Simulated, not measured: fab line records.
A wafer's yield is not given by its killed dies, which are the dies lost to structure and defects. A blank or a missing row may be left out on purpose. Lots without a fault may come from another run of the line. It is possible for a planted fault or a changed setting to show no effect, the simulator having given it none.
fab line records    flow sfq-line
record lots=5  wafers=23
route steps=325 shown I3@137 M4@152 I4@164 JJ@185 M5@202
start-h: hours from the record's first day to the start of the lot's first wafer shown    wait-h: hours from the lot's prior step to this one    " unchanged from the row above    L1.1+2: one row covering several wafers at once    - no value present, or no start provided    * or withheld: withheld    < > ~ a bound
route shown NAME@n: NAME is a module with steps in the file, n the number in the route of the first one    usual: the fault-free wafers' mean and standard deviation    same: alike in all rows    chamber/n: place in a boat    sites: readings site by site    _std_site: standard deviation across them    _edge_site: mean of outer sites minus mean of inner sites    radius-mm: how far each site lies from the wafer's centre    mask NAME#n: copy n    behind: the last tool/chamber to shape the wafer    hold: cause of the lot's hold/its duration in hours/its outcome    device: names the non-switching transistor (n, p or np)    end of line: the same wafers' tests at the end of the route    a step with no rows: only its recipe    killed: the dies lost at the first sort to structure and to defects; this is not the yield of the wafer    map: the dies of a wafer, with x for killed, . for not killed, _ for no die there
set.NAME: the setting that was run; set.NAME@STEP: the one run at that earlier step    model.NAME: the simulator's own value behind a step, which no gauge read
lots with deliberately changed settings; one table per step, one row per wafer
## steps
# step SFQ_TRILAYER_I3_VIA_LITHO_COAT_090
# recipe resist=BARC  spin-rpm=3000  resist-thk-nm=62
lot.wafer  tool            chamber  start-h  wait-h  set.resist-thk-nm  model.BARC_of_TRILAYER_I3_VIA_LITHO_COAT_090.thk-nm
L076.1     litho-track-03  0        676.84   1.0     62                 62.15
L076.2     "               0        "        "       62                 61.96
L076.3     "               0        "        "       62                 61.98
L076.4     "               0        "        "       62                 62.08
L076.5     "               0        "        "       62                 62.03
L079.1     litho-track-02  0        705.15   1.0     60.05              59.94
L079.2     "               0        "        "       62                 61.98
L079.4     "               0        "        "       60.05              60.01
L079.5     "               0        "        "       62                 62.24
L079.6     "               0        "        "       60.05              60.23
L080.1     litho-track-03  0        708.15   1.0     62                 62.09
L080.2     "               0        "        "       60.13              60.18
L080.3+4   "               0        "        "       62                 61.88
L080.6     "               0        "        "       60.13              60.19
L083.1     litho-track-02  0        728.17   1.0     62                 62.03
L083.5     "               0        "        "       62                 62.14
L083.6     "               0        "        "       62                 62.02
L085.2     litho-track-01  0        732.27   0.8     62                 62.04
L085.3     "               0        "        "       64.22              64.17
L085.4     "               0        "        "       64.22              64.11
L085.5     "               0        "        "       62                 61.86
L085.6     "               0        "        "       62                 61.99
# step SFQ_TRILAYER_I3_VIA_LITHO_PEB_088
# recipe peb-temp-c=115  peb-time-s=60  resist=KrF
lot.wafer   tool            chamber  start-h  wait-h  set.peb-temp-c
L076.1+3+4  litho-track-01  0        839.98   1.0     112.6
L076.2+5    "               0        "        "       115
L079.1+4    litho-track-02  0        867.58   1.0     115
L079.2+5+6  "               0        "        "       116.6
L080.1+2    litho-track-03  0        871.18   1.0     111.7
L080.3+4+6  "               0        "        "       115
L083.1+5+6  litho-track-03  0        889.40   1.0     115
L085.2+6    litho-track-03  0        894.23   0.8     115
L085.3+4+5  "               0        "        "       117.4
# step SFQ_TRILAYER_I3_VIA_LITHO_DEVELOP_087
# recipe time-s=60  resist=KrF
# step SFQ_TRILAYER_I3_VIA_BARC_OPEN_VIA_ETCH_121
# recipe mask-material=PR  chemistry=O2  target-depth-nm=125  target=BARC  source-w=500  bias-w=80  pressure-mtorr=30  time-s=41.7
lot.wafer  tool         chamber  start-h  wait-h  set.peb-temp-c@TRILAYER_I3_VIA_LITHO_PEB_088  model.I3.cd-nm
L076.1     rie-diel-04  0        840.31   0.0     112.6                                         449.9
L076.2     "            3        "        "       115                                           500.3
L076.3     "            2        "        "       112.6                                         452.1
L076.4     "            2        "        "       112.6                                         451.5
L076.5     "            3        "        "       115                                           500.5
L079.1     rie-diel-01  3        867.91   0.0     115                                           502.2
L079.2     "            0        "        "       116.6                                         528.9
L079.4     "            1        "        "       115                                           501
L079.5     "            1        "        "       116.6                                         528.5
L079.6     "            2        "        "       116.6                                         526.1
L080.1     rie-diel-02  1        871.51   0.0     111.7                                         429.7
L080.2     "            0        "        "       111.7                                         429.6
L080.3     "            2        "        "       115                                           499.5
L080.4     "            3        "        "       115                                           499.9
L080.6     "            2        "        "       115                                           498.5
L083.1     rie-diel-01  2        889.74   0.0     115                                           498.9
L083.5     "            0        "        "       115                                           500.1
L083.6     "            3        "        "       115                                           501.3
L085.2     rie-diel-01  0        894.54   0.0     115                                           500.3
L085.3     "            1        "        "       117.4                                         541.4
L085.4     "            2        "        "       117.4                                         539.2
L085.5     "            3        "        "       117.4                                         540.2
L085.6     "            2        "        "       115                                           498.5
# step SFQ_TRILAYER_I3_VIA_ETCH_VIA_ETCH_088
# recipe target=SiO2  stop-on=Nb  mask-material=PR  taper-deg=20  chemistry=CHF3  target-depth-nm=260  source-w=500  bias-w=80  pressure-mtorr=30  time-s=withheld
lot.wafer  tool         chamber  start-h  wait-h  set.source-w  set.peb-temp-c@TRILAYER_I3_VIA_LITHO_PEB_088  model.I3.cd-nm
L076.1     rie-diel-04  0        840.35   0.0     500           112.6                                         449
L076.2     "            3        "        "       500           115                                           500.3
L076.3     "            2        "        "       482.5         112.6                                         450.4
L076.4     "            2        "        "       482.5         112.6                                         449.7
L076.5     "            3        "        "       500           115                                           501.1
L079.1     rie-diel-01  3        867.95   0.0     464.4         115                                           506.3
L079.2     "            0        "        "       500           116.6                                         530
L079.4     "            1        "        "       500           115                                           502.5
L079.5     "            1        "        "       464.4         116.6                                         529.5
L079.6     "            2        "        "       500           116.6                                         526.9
L080.1     rie-diel-02  1        871.55   0.0     500           111.7                                         430.1
L080.2     "            0        "        "       500           111.7                                         428.9
L080.3     "            2        "        "       500           115                                           502.4
L080.4     "            3        "        "       500           115                                           498
L080.6     "            2        "        "       500           115                                           501.5
L083.1+5   rie-diel-01  2,0      889.78   0.0     500           115                                           499.9
L083.6     "            3        "        "       500           115                                           504.7
L085.2     rie-diel-01  0        894.58   0.0     500           115                                           499.3
L085.3     "            1        "        "       516.9         117.4                                         541.6
L085.4     "            2        "        "       516.9         117.4                                         539.3
L085.5     "            3        "        "       500           117.4                                         542.1
L085.6     "            2        "        "       516.9         115                                           499.2
# step SFQ_TRILAYER_M4_LITHO_COAT_098
# recipe resist=BARC  spin-rpm=3000  resist-thk-nm=62
lot.wafer  tool            chamber  start-h  wait-h  set.resist-thk-nm  model.BARC_of_TRILAYER_M4_LITHO_COAT_098.thk-nm
L076.1     litho-track-02  0        841.54   0.1     62                 61.98
L076.2     "               0        "        "       64.62              64.91
L076.3     "               0        "        "       64.62              64.75
L076.4     "               0        "        "       62                 62.03
L076.5     "               0        "        "       64.62              64.72
L079.1+6   litho-track-04  0        869.14   0.1     62                 61.86
L079.2+5   "               0        "        "       62                 61.8
L079.4     "               0        "        "       62                 61.93
L080.1     litho-track-04  0        873.34   0.1     62                 61.76
L080.2     "               0        "        "       64.5               64.45
L080.3     "               0        "        "       64.5               64.35
L080.4     "               0        "        "       62                 61.77
L080.6     "               0        "        "       62                 61.95
L083.1     litho-track-01  0        891.65   0.1     62                 62.06
L083.5     "               0        "        "       62                 61.87
L083.6     "               0        "        "       62                 62.03
L085.2     litho-track-04  0        896.43   0.1     64.94              64.9
L085.3     "               0        "        "       62                 62.03
L085.4     "               0        "        "       64.94              64.82
L085.5     "               0        "        "       64.94              64.84
L085.6     "               0        "        "       62                 62.01
# step SFQ_TRILAYER_M4_LITHO_COAT_093
# recipe resist=KrF  spin-rpm=3000  resist-thk-nm=600
# step SFQ_TRILAYER_M4_LITHO_SOFTBAKE_097
# recipe temp-c=withheld  time-s=withheld  resist=KrF
# step SFQ_TRILAYER_M4_LITHO_DEVELOP_095
# recipe time-s=60  resist=KrF
# step SFQ_TRILAYER_M4_BARC_OPEN_METAL_ETCH_123
# recipe mask-material=PR  chemistry=O2  target-depth-nm=125  target=BARC  icp-w=600  bias-w=80  pressure-mtorr=10  time-s=41.7
lot.wafer       tool          chamber    start-h  wait-h  set.resist-thk-nm@TRILAYER_M4_LITHO_COAT_098  model.etch.depth-nm
L076.1+4        rie-metal-02  1          847.64   0.0     62                                            -
L076.2+3+5      "             0          "        "       64.62                                         -
L079.1+2+4+5+6  rie-metal-03  0,1,1,1,0  880.14   0.0     62                                            -
L080.1          rie-metal-04  0          1017.49  0.0     62                                            61.76
L080.2          "             1          "        "       64.5                                          -
L080.3          "             0          "        "       64.5                                          64.35
L080.4+6        "             1,0        "        "       62                                            -
L083.1          rie-metal-03  1          1037.89  0.0     62                                            62.06
L083.5          "             1          "        "       62                                            61.87
L083.6          "             0          "        "       62                                            62.03
L085.2+4        rie-metal-03  0,1        1045.94  0.0     64.94                                         -
L085.3          "             0          "        "       62                                            -
L085.5          "             1          "        "       64.94                                         64.84
L085.6          "             0          "        "       62                                            62.01
# step SFQ_TRILAYER_I4_CMP_CMP_100
# recipe material=SiO2  down-force-psi=3  platen-rpm=60  pad-velocity-m-s=0.94248
lot.wafer  tool    chamber  start-h  wait-h  set.leave-above-ref-nm  model.SiO2_of_TRILAYER_I4_DEP_PECVD_099.thk-nm
L076.3     cmp-01  0        858.15   9.5     200                     199.5
L076.2     "       1        "        "       191.8                   192
L076.1     "       2        "        "       200                     200.4
L076.4     "       3        "        "       191.8                   192.4
L076.5     "       0        "        "       200                     200.5
L079.4     cmp-01  3        891.15   10.0    207.9                   208.2
L079.1     "       1        892.15   11.0    200                     199.1
L079.2     "       2        "        "       207.9                   208.4
L079.6     "       3        "        "       200                     200.9
L079.5     "       0        "        "       200                     199.9
L080.4     cmp-02  3        1020.24  1.7     190.1                   188.4
L080.1+3   "       0,1      "        "       200                     199.2
L080.2     "       2        1021.74  3.3     200                     198.8
L080.6     "       0        1022.74  4.2     190.1                   190.5
L083.1     cmp-02  1        1040.42  1.5     200                     199.1
L083.6     "       2        "        "       200                     201.6
L083.5     "       3        "        "       200                     199.2
L085.3     cmp-01  1        1046.98  0.0     200                     200.9
L085.2     "       2        "        "       211                     211.7
L085.4     "       0        1048.48  1.5     211                     213.1
L085.6     "       1        "        "       200                     201.3
L085.5     "       2        "        "       200                     201.5
# step SFQ_TRILAYER_I4_METRO_MEASURE_101
# usual thk-nm=200.2/0.89
lot.wafer  tool           chamber  start-h  wait-h  set.leave-above-ref-nm@TRILAYER_I4_CMP_CMP_100  thk-nm
L076.1     film-metro-01  -        861.27   0.1     200                                             200.3
L076.2     "              -        "        "       191.8                                           191.9
L076.3     "              -        "        "       200                                             199.5
L076.4     "              -        "        "       191.8                                           192.4
L076.5     "              -        "        "       200                                             200.6
L079.1     film-metro-01  -        894.27   0.1     200                                             199.1
L079.2     "              -        "        "       207.9                                           208.4
L079.4     "              -        "        "       207.9                                           208.4
L079.5     "              -        "        "       200                                             200.1
L079.6     "              -        "        "       200                                             200.8
L080.1     film-metro-03  -        1023.36  0.1     200                                             199.4
L080.2     "              -        "        "       200                                             198.8
L080.3     "              -        "        "       200                                             199.2
L080.4     "              -        "        "       190.1                                           188.3
L080.6     "              -        "        "       190.1                                           190.5
L083.1     film-metro-03  -        1042.04  0.1     200                                             199.2
L083.5     "              -        "        "       200                                             199.4
L083.6     "              -        "        "       200                                             201.6
L085.2     film-metro-01  -        1050.30  0.3     211                                             211.7
L085.3     "              -        "        "       200                                             201.0
L085.4     "              -        "        "       211                                             213.0
L085.5     "              -        "        "       200                                             201.4
L085.6     "              -        "        "       200                                             201.2
# step SFQ_TRILAYER_I4_VIA_LITHO_EXPOSE_104
# recipe mask-id=I4  na=0.6  source-shape=conventional  sigma-outer=0.65  target-cd-nm=700  dose-mj=21.3
lot.wafer       tool            chamber  start-h  wait-h  mask  set.dose-mj
L076.1+2+3+4+5  krf-scanner-02  0        1007.55  -       I4#0  21.3
L079.1+2        krf-scanner-01  0        1043.20  -       I4#0  22.7
L079.4+5+6      "               0        "        "       I4#0  21.3
L080.1+2+3+4+6  krf-scanner-02  0        1170.35  -       I4#0  21.3
L083.1+5+6      krf-scanner-01  0        1186.08  -       I4#0  21.3
L085.2+3+5      krf-scanner-01  0        1193.48  -       I4#0  21.3
L085.4+6        "               0        "        "       I4#0  22.59
# step SFQ_TRILAYER_I4_VIA_LITHO_PEB_106
# recipe peb-temp-c=115  peb-time-s=60  resist=KrF
# step SFQ_TRILAYER_I4_VIA_LITHO_DEVELOP_105
# recipe time-s=60  resist=KrF
# step SFQ_TRILAYER_I4_VIA_BARC_OPEN_VIA_ETCH_146
# recipe mask-material=PR  chemistry=O2  target-depth-nm=125  target=BARC  source-w=500  bias-w=80  pressure-mtorr=30  time-s=41.7
lot.wafer  tool         chamber  start-h  wait-h  set.dose-mj@TRILAYER_I4_VIA_LITHO_EXPOSE_104  model.I4.cd-nm
L076.1     rie-diel-03  1        1009.09  0.0     21.3                                          699.1
L076.2     "            3        "        "       21.3                                          699.2
L076.3     "            0        "        "       21.3                                          701.6
L076.4     "            2        "        "       21.3                                          699.5
L076.5     "            2        "        "       21.3                                          699.8
L079.1     rie-diel-02  2        1044.74  0.0     22.7                                          711.4
L079.2     "            0        "        "       22.7                                          711.5
L079.4     "            2        "        "       21.3                                          700.1
L079.5     "            1        "        "       21.3                                          700.2
L079.6     "            0        "        "       21.3                                          700.7
L080.1     rie-diel-02  2        1171.89  0.0     21.3                                          703.3
L080.2     "            1        "        "       21.3                                          701.9
L080.3     "            0        "        "       21.3                                          702.7
L080.4     "            2        "        "       21.3                                          701.7
L080.6     "            0        "        "       21.3                                          703
L083.1     rie-diel-02  3        1187.61  0.0     21.3                                          703.3
L083.5     "            2        "        "       21.3                                          702.5
L083.6     "            1        "        "       21.3                                          701.1
L085.2     rie-diel-02  3        1194.81  0.0     21.3                                          698.6
L085.3     "            1        "        "       21.3                                          699.9
L085.4     "            2        "        "       22.59                                         708.6
L085.5     "            1        "        "       21.3                                          697.7
L085.6     "            3        "        "       22.59                                         708.8
# step SFQ_TRILAYER_I4_VIA_ETCH_VIA_ETCH_106
# recipe target=SiO2  stop-on=Nb  mask-material=PR  taper-deg=20  chemistry=CHF3  target-depth-nm=260  source-w=500  bias-w=80  pressure-mtorr=30  time-s=withheld
# usual oes-product-au=0.856/0.0053
lot.wafer  tool         chamber  start-h  wait-h  set.leave-above-ref-nm@TRILAYER_I4_CMP_CMP_100  set.dose-mj@TRILAYER_I4_VIA_LITHO_EXPOSE_104  oes-product-au  model.I4.cd-nm  model.I4.feature-depth-nm
L076.1     rie-diel-03  1        1009.13  0.0     200                                             21.3                                          0.863           699.3           200.4
L076.2     "            3        "        "       191.8                                           21.3                                          0.831           701             192
L076.3     "            0        "        "       200                                             21.3                                          0.850           701.2           199.5
L076.4     "            2        "        "       191.8                                           21.3                                          0.830           699.8           192.4
L076.5     "            2        "        "       200                                             21.3                                          0.848           700.6           200.5
L079.1     rie-diel-02  2        1044.78  0.0     200                                             22.7                                          0.853           711.1           199.1
L079.2     "            0        "        "       207.9                                           22.7                                          0.872           713.2           208.4
L079.4     "            2        "        "       207.9                                           21.3                                          0.879           700.7           208.2
L079.5     "            1        "        "       200                                             21.3                                          0.861           699.4           199.9
L079.6     "            0        "        "       200                                             21.3                                          0.855           701.5           200.9
L080.1     rie-diel-02  2        1171.93  0.0     200                                             21.3                                          0.855           702.3           199.2
L080.2     "            1        "        "       200                                             21.3                                          0.855           700.5           198.8
L080.3     "            0        "        "       200                                             21.3                                          0.849           702.6           199.2
L080.4     "            2        "        "       190.1                                           21.3                                          0.822           702             188.4
L080.6     "            0        "        "       190.1                                           21.3                                          0.829           702.5           190.5
L083.1     rie-diel-02  3        1187.65  0.0     200                                             21.3                                          0.852           704.5           199.1
L083.5     "            2        "        "       200                                             21.3                                          0.854           703             199.2
L083.6     "            1        "        "       200                                             21.3                                          0.861           700             201.6
L085.2     rie-diel-02  3        1194.85  0.0     211                                             21.3                                          0.887           699.3           211.7
L085.3     "            1        "        "       200                                             21.3                                          0.858           698.5           200.9
L085.4     "            2        "        "       211                                             22.59                                         0.886           708.5           213.1
L085.5     "            1        "        "       200                                             21.3                                          0.857           696.9           201.5
L085.6     "            3        "        "       200                                             22.59                                         0.858           710.1           201.3
# step SFQ_TRILAYER_JJ_CE_LITHO_COAT_119
# recipe resist=BARC  spin-rpm=3000  resist-thk-nm=62
lot.wafer  tool            chamber  start-h  wait-h  set.resist-thk-nm  model.BARC_of_TRILAYER_JJ_CE_LITHO_COAT_119.thk-nm
L076.1+5   litho-track-02  0        1011.40  0.1     62                 62.09
L076.2     "               0        "        "       62                 62.29
L076.3     "               0        "        "       62                 62.25
L076.4     "               0        "        "       62                 62.2
L079.1     litho-track-02  0        1047.05  0.1     62                 62.13
L079.2     "               0        "        "       62                 62.28
L079.4     "               0        "        "       62                 62.2
L079.5     "               0        "        "       62                 62.3
L079.6     "               0        "        "       62                 62.39
L080.1     litho-track-02  0        1174.20  0.1     59.13              59.16
L080.2     "               0        "        "       62                 62.04
L080.3     "               0        "        "       59.13              59.04
L080.4     "               0        "        "       62                 62.11
L080.6     "               0        "        "       59.13              59.05
L083.1     litho-track-03  0        1189.92  0.1     62                 61.78
L083.5     "               0        "        "       62                 61.74
L083.6     "               0        "        "       62                 62.02
L085.2     litho-track-03  0        1197.17  0.1     62                 61.81
L085.3     "               0        "        "       62                 61.78
L085.4     "               0        "        "       64.68              64.47
L085.5     "               0        "        "       64.68              64.44
L085.6     "               0        "        "       64.68              64.67
# step SFQ_TRILAYER_JJ_CE_LITHO_EXPOSE_115
# recipe mask-id=J5  na=0.6  source-shape=conventional  sigma-outer=0.65  target-cd-nm=700  dose-mj=14.4
lot.wafer       tool            chamber  start-h  wait-h  mask  set.dose-mj
L076.1+2+3+4+5  krf-scanner-01  0        1012.15  -       J5#0  14.4
L079.1+4        krf-scanner-02  0        1049.13  -       J5#0  15.22
L079.2+5+6      "               0        "        "       J5#0  14.4
L080.1+3+4      krf-scanner-01  0        1175.07  -       J5#0  14.4
L080.2+6        "               0        "        "       J5#0  14.72
L083.1+5+6      krf-scanner-02  0        1330.87  -       J5#0  14.4
L085.2+3+4+5+6  krf-scanner-01  0        1339.11  -       J5#0  14.4
# step SFQ_TRILAYER_JJ_CE_LITHO_PEB_117
# recipe peb-temp-c=115  peb-time-s=60  resist=KrF
# step SFQ_TRILAYER_JJ_CE_LITHO_DEVELOP_116
# recipe time-s=60  resist=KrF
# step SFQ_TRILAYER_JJ_CE_METRO_MEASURE_117
# usual cd-nm=700.3/1.4
lot.wafer  tool       chamber  start-h  wait-h  set.dose-mj@TRILAYER_JJ_CE_LITHO_EXPOSE_115  cd-nm
L076.1     cd-sem-01  -        1013.68  0.0     14.4                                         702.5
L076.2     "          -        "        "       14.4                                         700.5
L076.3     "          -        "        "       14.4                                         701.2
L076.4     "          -        "        "       14.4                                         701.3
L076.5     "          -        "        "       14.4                                         702.2
L079.1     cd-sem-02  -        1050.66  0.0     15.22                                        690.5
L079.2     "          -        "        "       14.4                                         699.3
L079.4     "          -        "        "       15.22                                        690.0
L079.5     "          -        "        "       14.4                                         699.3
L079.6     "          -        "        "       14.4                                         699.1
L080.1     cd-sem-01  -        1176.61  0.0     14.4                                         698.0
L080.2     "          -        "        "       14.72                                        693.7
L080.3     "          -        "        "       14.4                                         698.0
L080.4     "          -        "        "       14.4                                         698.8
L080.6     "          -        "        "       14.72                                        694.6
L083.1     cd-sem-02  -        1332.41  0.0     14.4                                         699.1
L083.5     "          -        "        "       14.4                                         700.1
L083.6     "          -        "        "       14.4                                         698.4
L085.2     cd-sem-02  -        1340.65  0.2     14.4                                         703.5
L085.3     "          -        "        "       14.4                                         701.1
L085.4     "          -        "        "       14.4                                         701.6
L085.5     "          -        "        "       14.4                                         701.1
L085.6     "          -        "        "       14.4                                         702.7
# step SFQ_TRILAYER_JJ_CE_BARC_OPEN_RIE_150
# recipe mask-material=PR  chemistry=O2  target-depth-nm=240  target=BARC  icp-w=600  bias-w=80  pressure-mtorr=10  time-s=80
lot.wafer  tool          chamber  start-h  wait-h  set.dose-mj@TRILAYER_JJ_CE_LITHO_EXPOSE_115  model.JJ.cd-nm
L076.1     rie-metal-02  0        1014.88  1.0     14.4                                         703.5
L076.2     "             1        "        "       14.4                                         700
L076.3     "             1        "        "       14.4                                         701
L076.4     "             0        "        "       14.4                                         701.7
L076.5     "             0        "        "       14.4                                         702.1
L079.1     rie-metal-01  0        1051.86  1.0     15.22                                        692.6
L079.2     "             1        "        "       14.4                                         699.2
L079.4     "             1        "        "       15.22                                        689.1
L079.5     "             1        "        "       14.4                                         699.8
L079.6     "             0        "        "       14.4                                         700.4
L080.1     rie-metal-01  0        1177.81  1.0     14.4                                         698.9
L080.2     "             1        "        "       14.72                                        693.5
L080.3     "             1        "        "       14.4                                         698
L080.4     "             0        "        "       14.4                                         699.6
L080.6     "             0        "        "       14.72                                        695.7
L083.1     rie-metal-01  0        1333.61  1.0     14.4                                         700.4
L083.5     "             0        "        "       14.4                                         701.9
L083.6     "             1        "        "       14.4                                         699
L085.2+4   rie-metal-04  0,1      1341.65  0.8     14.4                                         703.4
L085.3     "             0        "        "       14.4                                         701.8
L085.5     "             1        "        "       14.4                                         702.6
L085.6     "             0        "        "       14.4                                         702.5
# step SFQ_TRILAYER_JJ_CE_ETCH_RIE_118
# recipe target=Nb  stop-on=Al2O3  mask-material=PR  taper-deg=13.257  over-etch-frac=0.15  time-s=97.7  chemistry=SF6  target-depth-nm=170  icp-w=600  bias-w=80  pressure-mtorr=10
lot.wafer  tool          chamber  start-h  wait-h  set.icp-w  set.dose-mj@TRILAYER_JJ_CE_LITHO_EXPOSE_115  model.JJ.cd-nm  model.KrF_of_TRILAYER_JJ_CE_LITHO_COAT_114.thk-nm
L076.1     rie-metal-02  0        1014.98  0.1     650.5      14.4                                         702.4           479.8
L076.2     "             1        "        "       600        14.4                                         700             486.5
L076.3     "             1        "        "       600        14.4                                         701.2           485.7
L076.4     "             0        "        "       600        14.4                                         700.8           486
L076.5     "             0        "        "       650.5      14.4                                         701.3           480
L079.1     rie-metal-01  0        1051.95  0.1     663.7      15.22                                        692.1           476.6
L079.2     "             1        "        "       600        14.4                                         699.5           484.1
L079.4     "             1        "        "       663.7      15.22                                        689.8           473.7
L079.5     "             1        "        "       663.7      14.4                                         700.2           473.1
L079.6     "             0        "        "       600        14.4                                         700.9           486.1
L080.1     rie-metal-01  0        1177.90  0.1     600        14.4                                         699             486.1
L080.2     "             1        "        "       600        14.72                                        693.8           483.3
L080.3     "             1        "        "       577.1      14.4                                         698.3           487.9
L080.4     "             0        "        "       577.1      14.4                                         699.6           487.8
L080.6     "             0        "        "       577.1      14.72                                        695.1           489.5
L083.1     rie-metal-01  0        1333.70  0.1     600        14.4                                         700.3           486.8
L083.5     "             0        "        "       600        14.4                                         702.4           486.9
L083.6     "             1        "        "       600        14.4                                         698.7           483.7
L085.2     rie-metal-04  0        1341.74  0.1     554.9      14.4                                         703.9           491.5
L085.3     "             0        "        "       554.9      14.4                                         702.9           491
L085.4     "             1        "        "       554.9      14.4                                         703.8           489.5
L085.5     "             1        "        "       600        14.4                                         703.1           485.1
L085.6     "             0        "        "       600        14.4                                         702.6           484.5
# step SFQ_TRILAYER_M5_LITHO_PEB_126
# recipe peb-temp-c=115  peb-time-s=60  resist=KrF
lot.wafer       tool            chamber  start-h  wait-h  set.peb-time-s
L076.1+2        litho-track-02  0        1165.55  1.0     60
L076.3+4+5      "               0        "        "       65.21
L079.1+2+4+5+6  litho-track-01  0        1195.68  1.0     60
L080.1+6        litho-track-02  0        1321.27  1.0     60
L080.2+3+4      "               0        "        "       62.53
L083.1+5+6      litho-track-03  0        1340.60  1.0     60
L085.2+5+6      litho-track-02  0        1346.75  0.8     53.31
L085.3+4        "               0        "        "       60
## key
split step=SFQ_TRILAYER_I3_VIA_LITHO_COAT_090  setting=resist-thk-nm  stated=62  by=wafer
response step=SFQ_TRILAYER_I3_VIA_LITHO_COAT_090  reading=model.BARC_of_TRILAYER_I3_VIA_LITHO_COAT_090.thk-nm  change=+0.614  per=1%  r=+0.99
split step=SFQ_TRILAYER_I3_VIA_LITHO_PEB_088  setting=peb-temp-c  stated=115  by=wafer
response step=SFQ_TRILAYER_I3_VIA_BARC_OPEN_VIA_ETCH_121  reading=model.I3.cd-nm  change=+22.5  per=1%  r=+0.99
response step=SFQ_TRILAYER_I3_VIA_ETCH_VIA_ETCH_088  reading=model.I3.cd-nm  change=+22.9  per=1%  r=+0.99
split step=SFQ_TRILAYER_I3_VIA_ETCH_VIA_ETCH_088  setting=source-w  stated=500  by=wafer
response none clear
split step=SFQ_TRILAYER_M4_LITHO_COAT_098  setting=resist-thk-nm  stated=62  by=wafer
response step=SFQ_TRILAYER_M4_LITHO_COAT_098  reading=model.BARC_of_TRILAYER_M4_LITHO_COAT_098.thk-nm  change=+0.628  per=1%  r=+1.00
response step=SFQ_TRILAYER_M4_BARC_OPEN_METAL_ETCH_123  reading=model.etch.depth-nm  change=+0.615  per=1%  r=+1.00
split step=SFQ_TRILAYER_I4_CMP_CMP_100  setting=leave-above-ref-nm  stated=200  by=wafer
response step=SFQ_TRILAYER_I4_CMP_CMP_100  reading=model.SiO2_of_TRILAYER_I4_DEP_PECVD_099.thk-nm  change=+2  per=1%  r=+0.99
response step=SFQ_TRILAYER_I4_METRO_MEASURE_101  reading=thk-nm  change=+2.01  per=1%  r=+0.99
response step=SFQ_TRILAYER_I4_VIA_ETCH_VIA_ETCH_106  reading=oes-product-au  change=+0.00532  per=1%  r=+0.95
response step=SFQ_TRILAYER_I4_VIA_ETCH_VIA_ETCH_106  reading=model.I4.feature-depth-nm  change=+2  per=1%  r=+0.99
split step=SFQ_TRILAYER_I4_VIA_LITHO_EXPOSE_104  setting=dose-mj  stated=21.3  by=wafer
response step=SFQ_TRILAYER_I4_VIA_BARC_OPEN_VIA_ETCH_146  reading=model.I4.cd-nm  change=+1.67  per=1%  r=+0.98
response step=SFQ_TRILAYER_I4_VIA_ETCH_VIA_ETCH_106  reading=model.I4.cd-nm  change=+1.79  per=1%  r=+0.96
split step=SFQ_TRILAYER_JJ_CE_LITHO_COAT_119  setting=resist-thk-nm  stated=62  by=wafer
response step=SFQ_TRILAYER_JJ_CE_LITHO_COAT_119  reading=model.BARC_of_TRILAYER_JJ_CE_LITHO_COAT_119.thk-nm  change=+0.64  per=1%  r=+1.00
split step=SFQ_TRILAYER_JJ_CE_LITHO_EXPOSE_115  setting=dose-mj  stated=14.4  by=wafer
response step=SFQ_TRILAYER_JJ_CE_METRO_MEASURE_117  reading=cd-nm  change=-1.61  per=1%  r=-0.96
response step=SFQ_TRILAYER_JJ_CE_BARC_OPEN_RIE_150  reading=model.JJ.cd-nm  change=-1.62  per=1%  r=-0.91
response step=SFQ_TRILAYER_JJ_CE_ETCH_RIE_118  reading=model.JJ.cd-nm  change=-1.69  per=1%  r=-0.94
split step=SFQ_TRILAYER_JJ_CE_ETCH_RIE_118  setting=icp-w  stated=600  by=wafer
response step=SFQ_TRILAYER_JJ_CE_ETCH_RIE_118  reading=model.KrF_of_TRILAYER_JJ_CE_LITHO_COAT_114.thk-nm  change=-0.877  per=1%  r=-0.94
split step=SFQ_TRILAYER_M5_LITHO_PEB_126  setting=peb-time-s  stated=60  by=wafer
response none in this file
